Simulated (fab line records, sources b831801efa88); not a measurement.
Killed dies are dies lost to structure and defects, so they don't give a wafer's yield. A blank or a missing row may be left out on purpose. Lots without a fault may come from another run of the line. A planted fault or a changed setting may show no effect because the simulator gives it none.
Tool commonality check | flow sky130 | 11 lots, 33 wafers sampled

WHY IT WAS OPENED
At SKY_GATE_OXIDE_THK_MEAS_02 the reading GATE_OXIDE_OXIDATION_00_THK is flagged on 2 of 11 lots. Wafers without a fault read 10.15 nm, standard deviation 0.17.
Rule: a lot is flagged when every wafer of it that has a number lies more than 4 standard deviations from that mean, or none has a number. The other lots count as sound.

lot  | measured     | on            | GATE_OXIDE_OXIDATION_00_THK (nm), wafer by wafer | flag
L438 | day 13 15:04 | film_metro-01 | 9.86 10.17 10.04                                 |
L437 | day 13 15:17 | film_metro-03 | 10.34 10.37 10.11                                |
L439 | day 13 19:10 | film_metro-04 | 9.99 10.00 9.84                                  |
L442 | day 14 19:37 | film_metro-03 | 10.18 10.32 10.21                                |
L443 | day 15 04:53 | film_metro-01 | 10.07 10.13 10.12                                |
L444 | day 15 16:01 | film_metro-04 | 10.25 10.21 10.02                                |
L450 | day 17 16:49 | film_metro-01 | 10.64 10.45 10.46                                |
L453 | day 18 17:55 | film_metro-03 | 9.00 8.97 8.82                                   | FLAGGED
L456 | day 19 13:15 | film_metro-04 | 8.85 8.89 8.69                                   | FLAGGED
L457 | day 19 19:25 | film_metro-04 | 10.11 10.18 10.24                                |
L458 | day 20 00:19 | film_metro-03 | 9.86 10.02 9.84                                  |
The numbers of the flagged lots are 8.87 nm on average: -1.28 nm against the usual, or -8 standard deviations.

WHICH TOOL RAN EACH LOT
The record holds 2 process steps before the reading, out of a route of 708 steps. In each cell: the tool, then ch and the chambers that the sampled wafers went through, then the start.
lot  | flag    | SKY_VT_ADJUST_PCH_STRIP_09           | SKY_GATE_OXIDE_OXIDATION_01
L438 |         | plasma_asher-01 ch 0,1, day 11 05:55 | furnace-01 ch 0, day 13 13:37
L437 |         | plasma_asher-03 ch 0,1, day 11 06:34 | furnace-02 ch 0, day 13 13:52
L439 |         | plasma_asher-02 ch 0,1, day 11 08:50 | furnace-01 ch 0, day 13 17:44
L442 |         | plasma_asher-02 ch 0,1, day 12 09:58 | furnace-02 ch 0, day 14 18:11
L443 |         | plasma_asher-01 ch 1, day 12 17:16   | furnace-01 ch 0, day 15 03:29
L444 |         | plasma_asher-01 ch 0,1, day 13 02:55 | furnace-02 ch 0, day 15 14:36
L450 |         | plasma_asher-01 ch 0,1, day 15 00:44 | furnace-01 ch 0, day 17 15:23
L453 | FLAGGED | plasma_asher-02 ch 0,1, day 15 19:41 | furnace-01 ch 0, day 18 16:30
L456 | FLAGGED | plasma_asher-03 ch 1, day 16 16:29   | furnace-01 ch 0, day 19 11:50
L457 |         | plasma_asher-03 ch 0, day 17 01:13   | furnace-02 ch 0, day 19 18:00
L458 |         | plasma_asher-02 ch 0,1, day 17 05:28 | furnace-02 ch 0, day 19 22:55
What these steps do:
- SKY_VT_ADJUST_PCH_STRIP_09: strips in O2/N2.
- SKY_GATE_OXIDE_OXIDATION_01: stabilise 600 s, purge 300 s, target thk 10.268 nm.
- SKY_GATE_OXIDE_THK_MEAS_02

FLAGGED OVER TOTAL, TOOL BY TOOL (the gauges that took the reading come last)
step                        | tool            | lots run | flagged | share of the flagged lots | sound lots run after its first flagged lot
SKY_VT_ADJUST_PCH_STRIP_09  | plasma_asher-01 | 4        | 0       | none                      | -
SKY_VT_ADJUST_PCH_STRIP_09  | plasma_asher-02 | 4        | 1       | some                      | 1 (L458)
SKY_VT_ADJUST_PCH_STRIP_09  | plasma_asher-03 | 3        | 1       | some                      | 1 (L457)
SKY_GATE_OXIDE_OXIDATION_01 | furnace-01      | 6        | 2       | all                       | 0
SKY_GATE_OXIDE_OXIDATION_01 | furnace-02      | 5        | 0       | none                      | -
SKY_GATE_OXIDE_THK_MEAS_02  | film_metro-01   | 3        | 0       | none                      | -
SKY_GATE_OXIDE_THK_MEAS_02  | film_metro-03   | 4        | 1       | some                      | 1 (L458)
SKY_GATE_OXIDE_THK_MEAS_02  | film_metro-04   | 4        | 1       | some                      | 1 (L457)

WHAT THE TABLE ALLOWS
1 row of the table ran every flagged lot: furnace-01 at SKY_GATE_OXIDE_OXIDATION_01.
- furnace-01 at SKY_GATE_OXIDE_OXIDATION_01: 2 of its 6 lots flagged. Its last sound lot is L450 (day 17 15:23), its first flagged lot L453 (day 18 16:30): a fault that began between those two fits. Its own readings lie more than 4 standard deviations out on every wafer of the flagged lots: spike_tc_bottom_C, spike_tc_centre_C, spike_tc_lower_C, spike_tc_top_C, spike_tc_upper_C, tube_center_temp_C, tube_center_temp_C_max.
One tool is left: furnace-01 at SKY_GATE_OXIDE_OXIDATION_01.

WHAT THE SIMULATOR HAD PUT IN
Process parameter drift: furnace-01, from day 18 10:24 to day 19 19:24, at SKY_GATE_OXIDE_OXIDATION_01. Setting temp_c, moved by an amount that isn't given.
Lots struck among those shown: L453, L456. The rule above found the same.
